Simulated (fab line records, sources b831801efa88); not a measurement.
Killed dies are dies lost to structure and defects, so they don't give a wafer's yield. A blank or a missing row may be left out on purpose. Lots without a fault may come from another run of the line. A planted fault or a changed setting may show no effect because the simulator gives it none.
Problem report in the 8D (eight disciplines) form, filled by code | flow sky130 | the parts of the form that need people (team, actions taken, sign-off) are left out

1. THE PROBLEM
killed_at_front_end at SKY_PAD_OPEN_PROBE_99 reads a mean of 59 on 6 wafers of 2 lots; wafers without a fault read 14 with a standard deviation of 3.7. That is +12 standard deviations from the usual mean.
First seen on wafer L296.2, day 48 06:03, on prober-01. The record holds 6 wafers of 2 lots with a number at this step. Rule for "out", or "out of limits": more than 4 standard deviations from the usual mean. The other wafers with a number count as sound.

2. WHAT IT IS AND WHAT IT IS NOT
question                    | is                     | is not
which readings at this step | killed_at_front_end    | killed_at_M0_to_M3, killed_at_M4_up, killed_at_contacts, killed_at_other, killed_open, killed_short
which lots                  | L296, L300             | -
which wafers of those lots  | all that have a number | -
read on which tools         | prober-01              | -
when                        | from day 48 06:03      | up to then (0 sound wafers)

3. SUSPECTS, AND WHAT RULES EACH OUT
Counting: a tool at a process step up to the reading stays a suspect if it ran every lot that is out and no sound lot after the first of them.
- wet_bench-03 at SKY_FIELD_ISO_WET_ETCH_28 (etches SiO2 in dHF, target depth 23.7 nm, time 47 s): kept. It ran every lot that is out, first L296 (day 4 14:37), and no sound lot after that.
- rie_metal-01 at SKY_METAL4_METAL_ETCH_18 (etches the open film in Cl2/BCl3, stops on SiO2, target depth 845 nm, time 183.1 s): kept. It ran every lot that is out, first L296 (day 44 13:36), and no sound lot after that.
- prober-01 at SKY_PAD_OPEN_PROBE_99: kept. It ran every lot that is out, first L296 (day 48 06:03), and no sound lot after that. Its own readings are out on those wafers: killed_at_front_end.
Left after counting: wet_bench-03 at SKY_FIELD_ISO_WET_ETCH_28, rie_metal-01 at SKY_METAL4_METAL_ETCH_18, prober-01 at SKY_PAD_OPEN_PROBE_99.

4. THE CAUSE (what the simulator had put in)
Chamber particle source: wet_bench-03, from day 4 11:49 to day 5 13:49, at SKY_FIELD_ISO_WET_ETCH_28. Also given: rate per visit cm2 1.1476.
Counting left 3 suspects, and this tool is among them.

5. THE CHAIN OF EFFECTS, in route order
Each row: a reading whose mean over the struck wafers that have a number lies more than 3 standard deviations from the usual. Only readings for which the record gives a usual standard deviation are gone through. hours: the time from each lot's start at the first step in this table that gives one to its start at this step, as a median over the lots. sigmas: the change in usual standard deviations.
hours | step                  | reading             | usual | on struck wafers | change | sigmas
0     | SKY_PAD_OPEN_PROBE_99 | killed_at_front_end | 14    | 59               | +45    | +12
0     | SKY_PAD_OPEN_PROBE_99 | killed_dies         | 86    | 130              | +44    | +4.9
The process steps in it:
- SKY_PAD_OPEN_PROBE_99

6. WHAT WOULD HAVE CAUGHT IT SOONER
In this record the first reading out of limits was taken at day 48 06:03, 1050 hours after the fault began at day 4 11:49.
Of the tool readings at SKY_FIELD_ISO_WET_ETCH_28 for which the record gives a usual standard deviation, none was out on any struck wafer, so an alarm limit of 4 standard deviations on them would not have fired.
All the lots that are out (2) had begun SKY_FIELD_ISO_WET_ETCH_28 on wet_bench-03 by day 48 06:03. A hold on the tool at that time would have spared none of them.
